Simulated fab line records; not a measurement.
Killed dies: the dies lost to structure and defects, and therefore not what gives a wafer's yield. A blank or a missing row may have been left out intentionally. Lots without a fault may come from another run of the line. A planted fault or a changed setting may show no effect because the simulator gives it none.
Split-lot trial    flow sfqLine    23 wafers read from 5 lots, route of 325 steps

== THE SPLIT ITSELF ==
At SFQ_TRILAYER_INCOMING_OXIDATION_002 (target thk 500 nm, ox time 4939 s), the setting oxTimeS was moved away from the recipe's 4939 s on 15 of the 23 wafers read, by -10.1% to +14.8%. For the rest of the wafers, this setting stayed at what the recipe calls for.

The split's own step is where the reading is taken.

== THE READING ==
SiO2_of_TRILAYER_INCOMING_OXIDATION_002.thkNm (the simulator's own value, which no gauge read), in nm, at SFQ_TRILAYER_INCOMING_OXIDATION_002 (target thk 500 nm, ox time 4939 s). The file does not state a usual value for it. Average 506.6 nm, standard deviation 3.6 nm, over the 8 wafers here run with the recipe.

wafer   tool, chamber at the split  oxTimeS as run, s  against the recipe  SiO2_of_TRILAYER_INCOMING_OXIDATION_002.thkNm, nm  against lot-mates on the recipe
L076.1  -, -                        5672               +14.8%              570.1                                              no lot-mate on the recipe
L076.2  -, -                        5672               +14.8%              563.3                                              no lot-mate on the recipe
L076.3  -, -                        5672               +14.8%              564.2                                              no lot-mate on the recipe
L076.4  -, -                        5672               +14.8%              564.7                                              no lot-mate on the recipe
L076.6  -, -                        5672               +14.8%              556.6                                              no lot-mate on the recipe
L078.1  -, -                        5533               +12.0%              540                                                no lot-mate on the recipe
L078.2  -, -                        5533               +12.0%              539.7                                              no lot-mate on the recipe
L078.4  -, -                        5533               +12.0%              542.4                                              no lot-mate on the recipe
L078.5  -, -                        5533               +12.0%              531.6                                              no lot-mate on the recipe
L078.6  -, -                        5533               +12.0%              538.9                                              no lot-mate on the recipe
L079.2  furnace-01, 0               4939               recipe              507.5                                              -
L079.3  furnace-01, 0               4939               recipe              506.1                                              -
L079.5  furnace-01, 0               4939               recipe              505.9                                              -
L080.1  -, -                        4441               -10.1%              474.4                                              no lot-mate on the recipe
L080.3  -, -                        4441               -10.1%              473.3                                              no lot-mate on the recipe
L080.4  -, -                        4441               -10.1%              467.1                                              no lot-mate on the recipe
L080.5  -, -                        4441               -10.1%              476.1                                              no lot-mate on the recipe
L080.6  -, -                        4441               -10.1%              474.7                                              no lot-mate on the recipe
L081.1  -, -                        4939               recipe              504.9                                              -
L081.2  -, -                        4939               recipe              511.8                                              -
L081.4  -, -                        4939               recipe              507.6                                              -
L081.5  -, -                        4939               recipe              510.2                                              -
L081.6  -, -                        4939               recipe              498.8                                              -

FIT RESULTS
A straight line over all 23 wafers: SiO2_of_TRILAYER_INCOMING_OXIDATION_002.thkNm changes by +3.37 nm for each +1% of oxTimeS; r = +0.98; the points scatter about the line by 6.7 nm.
Too few moved wafers with a lot-mate on the recipe to fit a line net of each lot's own level.

== THE FILE'S OWN FIT ==
SiO2_of_TRILAYER_INCOMING_OXIDATION_002.thkNm changes by +3.37 nm for each +1% of oxTimeS, r = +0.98.
